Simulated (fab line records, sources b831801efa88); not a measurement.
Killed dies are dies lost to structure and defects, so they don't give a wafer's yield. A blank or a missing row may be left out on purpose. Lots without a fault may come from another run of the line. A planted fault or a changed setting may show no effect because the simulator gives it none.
fab line records | flow gf180mcu
record lots=7 wafers=21 last_day=34
route steps=602 shown V3@436 PASSIVATION@602
lots that met no fault: from a run of the same line without faults
start_h: hours from the record's first day to the start of the lot's first wafer shown | wait_h: hours since the lot's step before | " the same as in the row above | L1.1+2: a row that stands for several wafers | - no value, or no start given | * or withheld: withheld | < > ~ a bound
route shown NAME@n: a module of which the file shows steps, and the number in the route of the first | usual: mean/standard deviation of fault-free wafers | same: alike in all rows | chamber/n: place in a boat | sites: the reading at each site | _std_site: their standard deviation | _edge_site: outer sites' mean less inner sites' | radius_mm: how far each site lies from the wafer's centre | mask NAME#n: copy n | behind: the tool/chamber that last shaped the wafer | hold: why the lot was held/for how many hours/how that ended | device: the transistor (n, p or np) that didn't switch | end of line: the same wafers' tests at the end of the route | a step without rows: its recipe alone | killed: dies lost to structure and defects at the first sort, not the wafer's yield | map: a wafer's dies, x killed, . not, _ none there
set.NAME: the setting as run; set.NAME@STEP: as run at that earlier step | model.NAME: the simulator's own value behind a step, which no gauge read
lots at some steps of the route; a table a step, a row a wafer
services: from which hour (start_h, from the record's first day; less than 0 if before it) a tool's chamber was out of use, for how many hours, and why
## steps
# step GF_V3_HMDS_07
# recipe prime_time_s=60 prime_temp_c=120
# step GF_V3_COAT_08
# recipe resist=BARC temp_c=withheld time_s=withheld spin_rpm=withheld resist_thk_nm=withheld
# step GF_V3_COAT_09
# recipe resist=KrF spin_rpm=withheld resist_thk_nm=1000
# step GF_V3_SOFTBAKE_10
# recipe temp_c=130 time_s=60 resist=KrF
# step GF_V3_EXPOSE_11
# recipe mask_id=Via3 target_cd_nm=260 na=0.68 source_shape=conventional sigma_outer=0.6 dose_mj=38
# step GF_V3_PEB_12
# recipe peb_temp_c=135 peb_time_s=90 resist=KrF
# step GF_V3_DEVELOP_13
# recipe develop_time_s=60 resist=KrF dev_temp_c=21
# step GF_V3_CD_MEAS_14
# recipe target_cd_nm=260
# usual cd_nm=260.5/1.1
# columns lot.wafer tool chamber start_h wait_h cd_nm
L898.3 cd_sem-01 - 532.67 0.1 261.8
L898.5 " - " " 262.5
L898.6 " - " " 259.8
L905.1 cd_sem-02 - 578.70 0.1 259.6
L905.2 " - " " 260.4
L905.6 " - " " 260.5
L906.3 cd_sem-02 - 589.87 0.1 259.4
L906.4 " - " " 259.1
L906.5 " - " " 260.6
L907.3 cd_sem-01 - 597.42 0.1 261.2
L907.5 " - " " 260.2
L907.6 " - " " 259.4
L912.1 cd_sem-02 - 637.25 0.1 259.5
L912.5 " - " " 259.8
L912.6 " - " " 260.3
L913.4 cd_sem-01 - 642.36 0.1 259.6
L913.5 " - " " 260.8
L913.6 " - " " 259.8
L919.1 cd_sem-01 - 681.50 0.1 260.7
L919.3 " - " " 260.5
L919.5 " - " " 260.9
# step GF_V3_OVL_MEAS_15
# usual V3_OVL=-2/5.2
# columns lot.wafer tool chamber start_h wait_h V3_OVL[nm]
L898.3 overlay-02 - 532.76 0.1 -3
L898.5 " - " " 1
L898.6 " - " " -2
L905.1 overlay-02 - 578.82 0.1 3
L905.2 " - " " -3
L905.6 " - " " -3
L906.3 overlay-01 - 589.96 0.1 -10
L906.4 " - " " -17
L906.5 " - " " -12
L907.3 overlay-02 - 597.51 0.1 -3
L907.5 " - " " -8
L907.6 " - " " -2
L912.1 overlay-01 - 637.37 0.1 -3
L912.5 " - " " 1
L912.6 " - " " 0
L913.4 overlay-01 - 642.44 0.1 8
L913.5 " - " " 2
L913.6 " - " " 1
L919.1 overlay-02 - 681.62 0.1 -8
L919.3 " - " " -3
L919.5 " - " " -11
# step GF_V3_ETCH_16
# recipe chemistry=N2/H2 target_depth_a=withheld overetch_a=withheld time_s=withheld target=BARC ion_energy_ev=200 source_w=500 bias_w=100 pressure_mtorr=30 n2_flow_sccm=100 h2_flow_sccm=200
# usual drypump_motor_current_A=5.8/0.59 oes_product_au=0.855/0.0049 throttle_valve_pct=13.224/0.0093
# columns lot.wafer tool chamber start_h wait_h drypump_motor_current_A oes_product_au throttle_valve_pct
L898.3 rie_diel-03 3 532.79 0.0 5.0 0.850 13.238
L898.5 " 1 " " 6.2 0.851 13.238
L898.6 " 2 " " 5.2 0.843 13.225
L905.1 rie_diel-02 2 578.86 0.0 6.4 0.845 13.213
L905.2 " 1 " " 6.4 0.851 13.219
L905.6 " 0 " " 5.9 0.848 13.229
L906.3 rie_diel-04 1 589.99 0.0 6.1 0.868 13.219
L906.4 " 0 " " 5.6 0.859 13.223
L906.5 " 2 " " 5.5 0.851 13.222
L907.3 rie_diel-02 3 597.54 0.0 6.6 0.853 13.222
L907.5 " 2 " " 6.4 0.855 13.215
L907.6 " 3 " " 6.6 0.852 13.215
L912.1 rie_diel-02 1 637.41 0.0 6.4 0.860 13.217
L912.5 " 1 " " 6.4 0.860 13.242
L912.6 " 0 " " 5.9 0.856 13.224
L913.4 rie_diel-03 2 642.46 0.0 5.3 0.854 13.231
L913.5 " 0 " " 4.7 0.859 13.236
L913.6 " 3 " " 5.0 0.850 13.223
L919.1 rie_diel-02 0 681.66 0.0 5.9 0.855 13.207
L919.3 " 2 " " 6.4 0.863 13.242
L919.5 " 0 " " 5.9 0.855 13.228
# step GF_V3_ETCH_17
# recipe chemistry=C4F8/O2/Ar mask_material=KrF target=SiO2 stop_on=TiN source_w=1500 bias_w=1200 pressure_mtorr=40 c4f8_flow_sccm=withheld O2_flow_sccm=6 Ar_flow_sccm=300 time_s=withheld target_depth_a=6350
# usual oes_product_au=0.856/0.0042
# columns lot.wafer tool chamber start_h wait_h oes_product_au
L898.3 rie_diel-03 3 - - 0.862
L898.5 " 1 " " 0.854
L898.6 " 2 " " 0.859
L905.1 rie_diel-02 2 - - 0.854
L905.2 " 1 " " 0.855
L905.6 " 0 " " 0.862
L906.3 rie_diel-04 1 - - 0.855
L906.4 " 0 " " 0.859
L906.5 " 2 " " 0.849
L907.3 rie_diel-02 3 - - 0.856
L907.5 " 2 " " 0.860
L907.6 " 3 " " 0.860
L912.1 rie_diel-02 1 - - 0.863
L912.5 " 1 " " 0.849
L912.6 " 0 " " 0.857
L913.4 rie_diel-03 2 - - 0.856
L913.5 " 0 " " 0.850
L913.6 " 3 " " 0.860
L919.1 rie_diel-02 0 - - 0.860
L919.3 " 2 " " 0.850
L919.5 " 0 " " 0.856
# step GF_V3_STRIP_18
# recipe chemistry=O2/N2 power_w=1400 pressure_mtorr=1500 platen_temp_c=250 o2_flow_sccm=3000 n2_flow_sccm=300 overash_fraction=0.5
# usual chamber_pressure_mTorr=1499.9/1.2 drypump_motor_current_A=5.8/0.64 heater_power_w=346/35 o2_flow_sccm=2999/9 oes_product_au=0.592/0.0049
# columns lot.wafer tool chamber start_h wait_h chamber_pressure_mTorr drypump_motor_current_A heater_power_w o2_flow_sccm oes_product_au rf_hours_counter_h
L898.3 plasma_asher-03 1 532.95 - 1500.0 4.9 319 3006 0.593 -
L898.5 " 1 " " 1497.5 4.9 300 2999 0.591 -
L898.6 " 0 " " 1500.4 5.3 405 2992 0.588 -
L905.1 plasma_asher-04 1 578.99 - 1501.0 5.6 336 2985 0.584 96
L905.2 " 0 " " 1499.0 5.6 293 2994 0.588 96
L905.6 " 0 " " 1501.0 5.6 276 2997 0.593 -
L906.3 plasma_asher-03 0 590.15 - 1499.2 5.3 395 2988 0.594 -
L906.4 " 1 " " 1501.0 4.9 316 3004 0.588 -
L906.5 " 1 " " 1499.1 4.9 305 3002 0.586 -
L907.3 plasma_asher-01 0 597.70 - 1499.1 6.6 365 2988 0.592 -
L907.5 " 0 " " 1497.5 6.6 376 2997 0.589 -
L907.6 " 1 " " 1500.8 6.5 350 3002 0.588 -
L912.1 plasma_asher-04 1 637.54 - 1500.0 5.6 338 3010 0.592 102
L912.5 " 1 " " 1500.1 5.6 336 3003 0.592 -
L912.6 " 0 " " 1500.1 5.6 282 2991 0.599 -
L913.4 plasma_asher-03 1 642.62 - 1500.8 4.9 306 3016 0.596 -
L913.5 " 0 " " 1500.1 5.3 406 2994 0.593 -
L913.6 " 1 " " 1498.6 4.9 309 3006 0.602 -
L919.1 plasma_asher-01 0 681.79 - 1500.1 6.6 364 3006 0.594 58
L919.3 " 1 " " 1498.0 6.5 346 3003 0.597 -
L919.5 " 1 " " 1499.4 6.5 346 3000 0.593 -
# step GF_V3_STRIP_19
# recipe chemistry=post_etch_residue_remover time_s=1200 temp_c=72.5
# usual bath_guard_temp_C=72.2/0.34 bath_heat_duty_pct=15.1/1.5
# columns lot.wafer tool chamber start_h wait_h bath_guard_temp_C bath_heat_duty_pct
L898.3 wet_bench-02 3 533.02 0.0 72.1 12.2
L898.5 " 3 " " 72.0 12.6
L898.6 " 3 " " 71.8 12.5
L905.1 wet_bench-03 0 579.09 0.1 - -
L905.2 " 0 " " - -
L905.6 " 0 " " - -
L906.3 wet_bench-02 2 590.21 0.0 - -
L906.4 " 2 " " - -
L906.5 " 2 " " - -
L907.3 wet_bench-02 3 597.76 0.0 - -
L907.5 " 3 " " - -
L907.6 " 3 " " - -
L912.1 wet_bench-03 1 637.64 0.1 72.7 16.1
L912.5 " 1 " " 72.3 16.1
L912.6 " 1 " " 72.5 15.5
L913.4 wet_bench-01 0 642.69 0.0 71.8 15.7
L913.5 " 0 " " 71.5 15.6
L913.6 " 0 " " 72.0 16.7
L919.1 wet_bench-02 3 681.89 0.1 71.8 12.6
L919.3 " 3 " " 72.0 13.1
L919.5 " 3 " " 71.7 13.0
# step GF_V3_CLEAN_20
# recipe chemistry=DIW dry=n2_spin
# step GF_PASSIVATION_PROBE_99
# columns lot.wafer tool chamber start_h wait_h model.etest.via3_chain.rc_ohm
L898.3 prober-01 - 689.75 0.2 6.415
L898.5 prober-01 - 689.85 0.2 6.53
L898.6 prober-01 - 689.90 0.2 6.152
L905.1 prober-01 - 728.20 0.1 7.339
L905.2 prober-01 - 728.25 0.1 7.954
L905.6 prober-01 - 728.45 0.2 7.626
L906.3 prober-01 - 736.35 0.2 7.662
L906.4 prober-01 - 736.40 0.2 7.788
L906.5 prober-01 - 736.45 0.2 7.829
L907.3 prober-02 - 749.04 0.2 7.279
L907.5 prober-02 - 749.14 0.2 7.387
L907.6 prober-02 - 749.19 0.2 7.733
L912.1 prober-02 - 773.49 0.1 6.46
L912.5 prober-02 - 773.69 0.2 6.275
L912.6 prober-02 - 773.74 0.2 6.484
L913.4 prober-01 - 779.09 0.2 6.567
L913.5 prober-01 - 779.14 0.2 6.113
L913.6 prober-01 - 779.19 0.2 6.223
L919.1 prober-02 - 809.64 0.1 6.33
L919.3 prober-02 - 809.74 0.2 6.482
L919.5 prober-02 - 809.84 0.2 6.316
# killed by level:class
L898.3 V4:geometric_particle:open=6 V5:geometric_particle:open=6 CONTACT:geometric_particle:short=4 STI:geometric_particle:short=3 CONTACT:geometric_particle:open=3 V3:geometric_particle:open=3 V1:geometric_particle:short=2 V2:geometric_particle:open=2
L898.5 V4:geometric_particle:open=6 CONTACT:geometric_particle:open=4 CONTACT:geometric_particle:short=3 V1:geometric_particle:open=3 STI:geometric_particle:open=2 M1:geometric_particle:open=2 M2:geometric_particle:short=2 V2:geometric_particle:open=2
L898.6 V4:geometric_particle:open=6 V1:geometric_particle:open=5 V2:geometric_particle:open=5 STI:geometric_particle:open=3 V1:geometric_particle:short=3 V3:geometric_particle:open=3 STI:geometric_particle:short=2 POLY_GATE:geometric_particle:open=2
L912.1 CONTACT:geometric_particle:open=6 V4:geometric_particle:open=6 V1:geometric_particle:open=4 M5:geometric_particle:short=3 V5:geometric_particle:open=3 STI:geometric_particle:short=2 STI:geometric_particle:open=2 V1:geometric_particle:short=2
L912.5 V3:geometric_particle:open=8 V1:geometric_particle:open=4 V5:geometric_particle:short=4 CONTACT:geometric_particle:short=2 CONTACT:geometric_particle:open=2 M1:geometric_particle:short=2 V2:geometric_particle:short=2 V3:geometric_particle:short=2
L912.6 V5:geometric_particle:open=5 V4:geometric_particle:open=4 CONTACT:geometric_particle:open=3 V2:geometric_particle:open=3 STI:geometric_particle:short=2 V1:geometric_particle:short=2 M5:geometric_particle:short=2 STI:geometric_particle:open=1
L913.4 V1:geometric_particle:open=6 V3:geometric_particle:open=6 STI:geometric_particle:short=5 V4:geometric_particle:short=5 M4:geometric_particle:short=4 CONTACT:geometric_particle:open=3 M3:geometric_particle:short=3 SALICIDE:geometric_particle:short=2
L913.5 M1:geometric_particle:short=4 V1:geometric_particle:open=4 V4:geometric_particle:open=4 M2:geometric_particle:short=3 V4:geometric_particle:short=3 STI:geometric_particle:open=2 STI:geometric_particle:short=2 HV_LDD:geometric_particle:open=2
L913.6 V4:geometric_particle:short=5 V3:geometric_particle:open=5 V5:geometric_particle:open=5 CONTACT:geometric_particle:open=4 M3:geometric_particle:short=4 V1:geometric_particle:open=3 V2:geometric_particle:short=3 STI:geometric_particle:short=2
L919.1 V1:geometric_particle:open=4 CONTACT:geometric_particle:open=3 M1:geometric_particle:short=3 V2:geometric_particle:open=3 V3:geometric_particle:short=3 STI:geometric_particle:open=2 M3:geometric_particle:open=2 V4:geometric_particle:open=2
L919.3 V2:geometric_particle:open=7 V5:geometric_particle:open=5 M1:geometric_particle:short=4 V5:geometric_particle:short=4 STI:geometric_particle:short=3 CONTACT:geometric_particle:open=3 CONTACT:geometric_particle:short=2 V3:geometric_particle:short=2
L919.5 CONTACT:geometric_particle:open=6 V3:geometric_particle:open=5 V1:geometric_particle:open=4 V2:geometric_particle:open=4 M2:geometric_particle:short=3 M4:geometric_particle:short=3 V5:geometric_particle:open=3 V1:geometric_particle:short=2
## services
# columns tool chamber start_h hours kind
rie_diel-03 - 526.06 0.5 repair
rie_diel-04 2 547.64 - clean
rie_diel-04 2 547.64 28.3 scheduled_down
rie_diel-04 2 547.64 28.3 vent_cycle
rie_diel-03 1 562.87 3.8 repair
rie_diel-03 3 564.96 4.6 repair
rie_diel-03 1 587.12 3.3 repair
plasma_asher-01 - 602.72 2.8 pm
rie_diel-02 - 610.03 0.8 repair
rie_diel-04 1 632.47 4.3 repair
rie_diel-02 2 636.63 7.1 repair
plasma_asher-03 - 647.88 0.3 repair
rie_diel-04 3 648.38 8.7 repair
rie_diel-02 - 657.86 0.3 repair
## key
first_sign step=GF_V3_STRIP_19 reading=tool_record direction=missing
effect none on later readings
model_effect step=GF_PASSIVATION_PROBE_99 value=etest.via3_chain.rc_ohm without=6.256 struck=7.622
met_at GF_V3_STRIP_19
struck_wafers L905.1,L905.2,L905.6,L906.3,L906.4,L906.5,L907.3,L907.5,L907.6
sort_left_out L905.1,L905.2,L905.6,L906.3,L906.4,L906.5,L907.3,L907.5,L907.6
onset_between 533.02 579.09
fault kind=skipped_step_whole tool=wet_bench-02,wet_bench-03 chamber=- onset_h=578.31 steps=GF_V3_STRIP_19 scope=struck_lots_only
# sort_left_out: the simulated sort isn't trusted on such a fault, so these wafers' sort isn't shown, and their yield isn't known
